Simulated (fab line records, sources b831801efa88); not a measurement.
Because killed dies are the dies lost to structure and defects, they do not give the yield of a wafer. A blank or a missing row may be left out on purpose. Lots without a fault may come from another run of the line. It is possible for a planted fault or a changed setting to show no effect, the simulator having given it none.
Matching of chambers ; flow gf180mcu ; cmp-02 running GF_V1_CMP_26: 4 sister chambers
The step polishes, stops on SiO2, t overpolish 15 s, target thk 0 nm. 4 wafers are shown with their chamber, then 8 later ones without.

WAFERS, EACH WITH ITS CHAMBER
wafer;chamber;motor_current_A (A)
L751.4;3;12.3
L754.3;0;10.6
L754.5;2;12.1
L757.1;1;10.0

WAFERS WHOSE CHAMBER IS MISSING
wafer;motor_current_A (A)
L757.5;11.4
L757.6;11.1
L762.2;11.8
L762.4;11.8
L762.6;10.1
L767.1;11.6
L767.2;11.2
L767.3;10.3

WHICH CHAMBER EACH WENT THROUGH
wafer;from the rows above;in truth
L757.5;can't be placed: 2 or 0 or 3 or 1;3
L757.6;can't be placed: 0 or 2 or 1 or 3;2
L762.2;can't be placed: 2 or 3 or 0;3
L762.4;can't be placed: 2 or 3 or 0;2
L762.6;can't be placed: 1 or 0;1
L767.1;can't be placed: 2 or 3 or 0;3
L767.2;can't be placed: 0 or 2 or 3 or 1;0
L767.3;can't be placed: 0 or 1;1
0 of 8 placed correctly. From these rows, 8 cannot be placed; in 8 the true chamber is one of the candidates. 0 placed wrongly.
How it was worked out, from the rows above alone: a wafer's distance from a chamber is the root of the sum, over the readings, of the square of ((its reading less the chamber's mean) divided by the reading's scatter). If the next closest chamber is less than 2 further off than the closest, the wafer can't be placed; otherwise it belongs to the closest. Each chamber's mean is taken over the wafers shown for it. The scatter (one wafer shown for each chamber): square how far every hidden wafer sits from the nearest shown wafer, average those squares and take the square root.
